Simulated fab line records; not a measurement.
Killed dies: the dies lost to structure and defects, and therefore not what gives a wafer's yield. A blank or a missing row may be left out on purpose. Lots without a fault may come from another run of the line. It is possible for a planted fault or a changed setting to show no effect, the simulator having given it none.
The tool behind it: which one? | flow sky130 | Sampling: 12 lots, 36 wafers, 5 of 708 route steps

WHAT THE GAUGES SHOWED, per wafer
The record lacks any reading of a measuring or inspecting step that a usual standard deviation could be used to judge.

WHAT TOOL EACH LOT RAN ON (gives the tool, then ch and the chambers of the sampled wafers, and finally the start)
lot  | SKY_SPACER_CVD_00           | SKY_VIA4_CVD_18               | SKY_METAL5_SPUTTER_03        | SKY_PAD_OPEN_STRIP_08                | SKY_PAD_OPEN_PROBE_99
L233 | lpcvd-02 ch 0, day 22 17:35 | cvd-w-01 ch 0,1, day 42 16:44 | pvd-sputter-04, day 42 17:33 | plasma-asher-03 ch 0,1, day 45 13:44 | prober-01, day 45 16:02
L234 | lpcvd-02 ch 0, day 23 06:34 | cvd-w-02 ch 0,1, day 42 21:08 | pvd-sputter-02, day 42 21:52 | plasma-asher-03 ch 0,1, day 45 18:08 | prober-02, day 45 20:21
L235 | lpcvd-02 ch 0, day 23 06:34 | cvd-w-01 ch 0,1, day 42 23:17 | pvd-sputter-02, day 43 00:05 | plasma-asher-03 ch 0,1, day 45 19:50 | prober-01, day 45 22:09
L236 | lpcvd-02 ch 1, day 23 21:53 | cvd-w-02 ch 0,1, day 43 15:59 | pvd-sputter-04, day 43 16:40 | plasma-asher-01 ch 0,1, day 46 09:29 | prober-02, day 46 11:46
L237 | lpcvd-02 ch 0, day 24 07:05 | cvd-w-02 ch 0,1, day 43 16:54 | pvd-sputter-04, day 43 17:38 | plasma-asher-04 ch 0,1, day 46 11:14 | prober-01, day 46 13:29
L238 | lpcvd-02 ch 1, day 24 23:20 | cvd-w-01 ch 0,1, day 44 11:27 | pvd-sputter-03, day 44 12:11 | plasma-asher-04 ch 0,1, day 47 02:42 | prober-02, day 47 04:55
L239 | lpcvd-02 ch 1, day 25 02:38 | cvd-w-02 ch 0,1, day 44 13:40 | pvd-sputter-03, day 44 14:23 | plasma-asher-03 ch 0,1, day 47 04:17 | prober-01, day 47 06:30
L240 | lpcvd-02 ch 1, day 26 18:15 | cvd-w-01 ch 0, day 45 16:29   | pvd-sputter-04, day 45 17:13 | plasma-asher-03 ch 0,1, day 48 07:00 | prober-01, day 48 09:43
L244 | lpcvd-02 ch 1, day 27 02:50 | cvd-w-02 ch 0,1, day 45 22:36 | pvd-sputter-04, day 45 23:20 | plasma-asher-01 ch 0,1, day 48 12:51 | prober-02, day 48 15:04
L247 | lpcvd-02 ch 1, day 27 22:28 | cvd-w-01 ch 0,1, day 46 11:30 | pvd-sputter-04, day 46 12:14 | plasma-asher-01 ch 0,1, day 48 22:36 | prober-01, day 49 00:54
L249 | lpcvd-02 ch 0, day 28 06:44 | cvd-w-02 ch 0,1, day 46 18:06 | pvd-sputter-04, day 46 19:00 | plasma-asher-01 ch 0, day 49 05:39   | prober-01, day 49 07:57
L250 | lpcvd-02 ch 0, day 28 19:44 | cvd-w-01 ch 0,1, day 47 05:23 | pvd-sputter-04, day 47 06:10 | plasma-asher-03 ch 0,1, day 49 14:17 | prober-02, day 49 16:32
- SKY_SPACER_CVD_00: deposits Si3N4 from DCS/NH3, target thk 43.1 nm, time 740 s.
- SKY_VIA4_CVD_18: deposits W, target thk 505 nm, time 152.14 s.
- SKY_METAL5_SPUTTER_03: material Ti, target thk 5 nm, time 3.3 s.
- SKY_PAD_OPEN_STRIP_08: strips in O2/N2.
- SKY_PAD_OPEN_PROBE_99

WHAT THE TOOLS THEMSELVES READ (means of the sampled wafers that have a number; where no wafer has one, the mark that the record gives instead)
SKY_SPACER_CVD_00. Usual: spike-tc-top-C 782.2 C, standard deviation 1; susceptor-temp-C 769.9 C, standard deviation 0.32; zone-power-bottom-pct 19.2 %, standard deviation 1.7.
lot  | tool     | spike-tc-top-C (C) | susceptor-temp-C (C) | zone-power-bottom-pct (%) | flag
L233 | lpcvd-02 | 781.8              | 770.6                | 20.8                      |
L234 | lpcvd-02 | 781.8              | 769.8                | 20.8                      |
L235 | lpcvd-02 | 781.4              | 769.9                | 20.8                      |
L236 | lpcvd-02 | 782.7              | 769.8                | 17.5                      |
L237 | lpcvd-02 | 781.5              | 769.9                | 20.9                      |
L238 | lpcvd-02 | 782.9              | 769.7                | 17.4                      |
L239 | lpcvd-02 | 782.9              | 770.2                | 17.4                      |
L240 | lpcvd-02 | 781.9              | 769.9                | 17.3                      |
L244 | lpcvd-02 | 782.6              | 769.8                | 17.3                      |
L247 | lpcvd-02 | 783.6              | 770.1                | 17.3                      |
L249 | lpcvd-02 | 781.3              | 770.0                | 20.8                      |
L250 | lpcvd-02 | 782.3              | 769.4                | 20.8                      |

SKY_VIA4_CVD_18. Usual: heater-power-w 853 W, standard deviation 57; susceptor-temp-C 399.98 C, standard deviation 0.23.
lot  | tool     | heater-power-w (W) | susceptor-temp-C (C) | flag
L233 | cvd-w-01 | 858                | 400.13               |
L234 | cvd-w-02 | 816                | 399.79               |
L235 | cvd-w-01 | 890                | 399.92               |
L236 | cvd-w-02 | 832                | 400.17               |
L237 | cvd-w-02 | 832                | 399.73               |
L238 | cvd-w-01 | 909                | 400.23               |
L239 | cvd-w-02 | 814                | 400.10               |
L240 | cvd-w-01 | 944                | 399.91               |
L244 | cvd-w-02 | 826                | 399.82               |
L247 | cvd-w-01 | 901                | 399.82               |
L249 | cvd-w-02 | 813                | 400.08               |
L250 | cvd-w-01 | 850                | 400.02               |

SKY_METAL5_SPUTTER_03. Usual: throttle-valve-pct at 30.5 %, with a standard deviation of 0.86.
lot  | tool           | throttle-valve-pct (%) | flag
L233 | pvd-sputter-04 | 30.3                   |
L234 | pvd-sputter-02 | 30.7                   |
L235 | pvd-sputter-02 | 30.4                   |
L236 | pvd-sputter-04 | 30.8                   |
L237 | pvd-sputter-04 | 30.7                   |
L238 | pvd-sputter-03 | 29.2                   |
L239 | pvd-sputter-03 | 30.3                   |
L240 | pvd-sputter-04 | 30.2                   |
L244 | pvd-sputter-04 | 30.3                   |
L247 | pvd-sputter-04 | 30.5                   |
L249 | pvd-sputter-04 | 30.0                   |
L250 | pvd-sputter-04 | 30.5                   |

SKY_PAD_OPEN_STRIP_08. Usual: drypump-motor-current-A 5.7 A, standard deviation 0.53; oes-product-au 0.663 a.u., standard deviation 0.0049; strip-time-to-endpoint-s 37.18 s, standard deviation 0.1.
lot  | tool            | drypump-motor-current-A (A) | oes-product-au (a.u.) | strip-time-to-endpoint-s (s) | flag
L233 | plasma-asher-03 | 5.7                         | 0.662                 | 37.19                        |
L234 | plasma-asher-03 | 5.7                         | 0.666                 | 37.04                        |
L235 | plasma-asher-03 | 5.6                         | 0.662                 | 37.04                        |
L236 | plasma-asher-01 | 5.5                         | 0.662                 | 37.28                        |
L237 | plasma-asher-04 | 6.0                         | 0.661                 | 37.06                        |
L238 | plasma-asher-04 | 5.4                         | 0.661                 | 37.07                        |
L239 | plasma-asher-03 | 5.7                         | 0.659                 | 37.25                        |
L240 | plasma-asher-03 | 5.7                         | 0.661                 | 37.17                        |
L244 | plasma-asher-01 | 5.6                         | 0.667                 | 37.35                        |
L247 | plasma-asher-01 | 5.8                         | 0.664                 | 37.25                        |
L249 | plasma-asher-01 | 5.2                         | 0.667                 | 37.21                        |
L250 | plasma-asher-03 | 5.6                         | 0.666                 | 37.32                        |

SKY_PAD_OPEN_PROBE_99. Usual: killed_at_M0_to_M3 44, standard deviation 6.6; killed_at_M4_up 2.9, standard deviation 1.8; killed-at-contacts 24, standard deviation 4.8; killed-at-front-end 15, standard deviation 4.5; killed-at-other 0.3, standard deviation 0.64; killed-dies 86, standard deviation 8.7; killed-open 47, standard deviation 6.5; killed-short 39, standard deviation 5.8.
lot  | tool      | killed_at_M0_to_M3 | killed_at_M4_up | killed-at-contacts | killed-at-front-end | killed-at-other | killed-dies | killed-open | killed-short | flag
L233 | prober-01 | 38                 | 3.7             | 24                 | 19                  | 0.0             | 85          | 44          | 41           |
L234 | prober-02 | 40                 | 4.7             | 24                 | 18                  | 1.0             | 88          | 49          | 38           |
L235 | prober-01 | 47                 | 2.0             | 22                 | 18                  | 1.3             | 89          | 46          | 43           |
L236 | prober-02 | 42                 | 2.3             | 25                 | 13                  | 0.0             | 83          | 46          | 37           |
L237 | prober-01 | 45                 | 3.0             | 25                 | 17                  | 0.0             | 91          | 52          | 38           |
L238 | prober-02 | 37                 | 2.3             | 22                 | 15                  | 0.0             | 77          | 47          | 30           |
L239 | prober-01 | 48                 | 3.7             | 23                 | 16                  | 1.0             | 91          | 46          | 43           |
L240 | prober-01 | 42                 | 3.0             | 27                 | 18                  | 0.7             | 91          | 50          | 40           |
L244 | prober-02 | 49                 | 3.0             | 22                 | 18                  | 0.3             | 93          | 51          | 41           |
L247 | prober-01 | 49                 | 2.0             | 20                 | 14                  | 0.7             | 86          | 46          | 41           |
L249 | prober-01 | 37                 | 1.0             | 22                 | 72                  | 0.0             | 132         | 41          | 32           | OFF
L250 | prober-02 | 42                 | 5.0             | 20                 | 63                  | 0.0             | 130         | 41          | 37           | OFF

THE ANSWER, worked out from the rows above alone
Rule: take the mean of a lot's wafers that have a number; if it is more than 3 standard deviations from the usual mean, the lot is off. A lot without any number at a reading at which 4 lots or more have one is off too. Any other lot the step has rows for is counted as sound. First the gauges in route order, then the tools' own readings, where a lot's mean is used as printed above. The first step at which some lot is off is used, and at that step the reading that is off furthest; a lot without a number counts as furthest.
Off, at SKY_PAD_OPEN_PROBE_99 on killed-at-front-end: L249, L250.
A tool fits if, at that step or a process step before it, it ran every lot that is off, and no sound lot after the first of them. This does not decide it: 2 tools fit, namely lpcvd-02 at SKY_SPACER_CVD_00 and pvd-sputter-04 at SKY_METAL5_SPUTTER_03.

WHAT THE SIMULATOR HAD PUT IN
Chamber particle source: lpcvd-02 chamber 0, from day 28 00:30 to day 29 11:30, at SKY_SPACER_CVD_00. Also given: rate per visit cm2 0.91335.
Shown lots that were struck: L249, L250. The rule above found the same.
